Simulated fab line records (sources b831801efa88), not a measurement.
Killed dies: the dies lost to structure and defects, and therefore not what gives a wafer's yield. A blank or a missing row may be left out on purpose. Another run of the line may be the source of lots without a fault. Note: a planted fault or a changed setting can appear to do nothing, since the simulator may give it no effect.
Code-filled problem report in 8D (eight disciplines) form || flow gf180mcu || the parts of the form that need people (team, actions taken, sign-off) are left out

## 1. WHAT WENT WRONG
GF_M4_SPUTTER_04, chamber_pressure_pa: mean 0.4637 Pa over 1 wafer from 1 lot; wafers with no fault: 0.4000 Pa, standard deviation 0.00076. That puts it +84 standard deviations away from the usual mean.
The step: material TiN, target thk 50 nm, time 41.7 s.
First seen on wafer L332.2, day 27 19:26, on pvd_sputter-03. The record holds 36 wafers of 12 lots with a number at this step. Rule for "out", or "out of limits": more than 4 standard deviations from the usual mean. The rest of the wafers with a number are treated as sound.

## 2. WHAT THIS IS AND IS NOT
{"question": "which readings at this step", "is": "chamber_pressure_pa", "is not": "-"}
{"question": "which lots", "is": "L332", "is not": "L316, L317, L318, L320, L321, L322, L324, L335, L336, L337, L339"}
{"question": "which wafers of those lots", "is": "L332.2", "is not": "L332.4, L332.5"}
{"question": "read on which tools", "is": "pvd_sputter-03", "is not": "pvd_sputter-01, pvd_sputter-04"}
{"question": "when", "is": "from day 27 19:26", "is not": "up to then (23 sound wafers); but 12 sound wafers of L335, L336, L337, L339 came after"}

## 3. WHAT RULES OUT EACH SUSPECT
Counting: a tool at a process step up to the reading stays a suspect if it ran every lot that is out. Sound lots after the first of them don't rule it out here, since some wafers of a struck lot are sound.
- plasma_asher-02 at GF_V3_STRIP_18 (strips in O2/N2): kept. The lot that is out, L332, ran on it at day 27 18:02; the last sound lot it ran before that was L320, at day 24 02:22.
- pvd_sputter-03 at GF_M4_SPUTTER_02 (material AlCu, target thk 450 nm, time 23.9 s): kept. The lot that is out, L332, ran on it at day 27 19:23; the last sound lot it ran before that was L324, at day 25 10:13.
- pvd_sputter-03 at GF_M4_SPUTTER_04 (material TiN, target thk 50 nm, time 41.7 s): kept. The lot that is out, L332, ran on it at day 27 19:26; the last sound lot it ran before that was L324, at day 25 10:16. Out on those wafers are its own readings of chamber_pressure_pa.
Left after counting: plasma_asher-02 at GF_V3_STRIP_18, pvd_sputter-03 at GF_M4_SPUTTER_02, pvd_sputter-03 at GF_M4_SPUTTER_04.

## 4. THE CAUSE (what the simulator had put in)
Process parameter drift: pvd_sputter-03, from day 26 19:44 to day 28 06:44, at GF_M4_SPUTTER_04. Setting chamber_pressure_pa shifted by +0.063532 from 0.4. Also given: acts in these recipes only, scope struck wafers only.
3 suspects survive the count, and this tool is in that group.

## 5. SEQUENCE OF EFFECTS, ordered by route
One row per reading whose mean, taken over the struck wafers that have a number, lies over 3 standard deviations from the usual. Only readings whose record carries a usual standard deviation are examined. hours: median over the lots of the time between each lot's start at the first step of this table that gives one and its start at this step. sigmas: the change, counted in usual standard deviations.
{"hours": 0, "step": "GF_M4_SPUTTER_04", "reading": "chamber_pressure_pa", "usual": "0.4000 Pa", "on struck wafers": 0.4637, "change": "+0.0637", "sigmas": "+84"}
The process steps in it:
- GF_M4_SPUTTER_04: material TiN, target thk 50 nm, time 41.7 s.

## 6. HOW IT WOULD HAVE BEEN CAUGHT EARLIER
First out-of-limits reading in this record: day 27 19:26, which is 24 hours after fault onset at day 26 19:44.
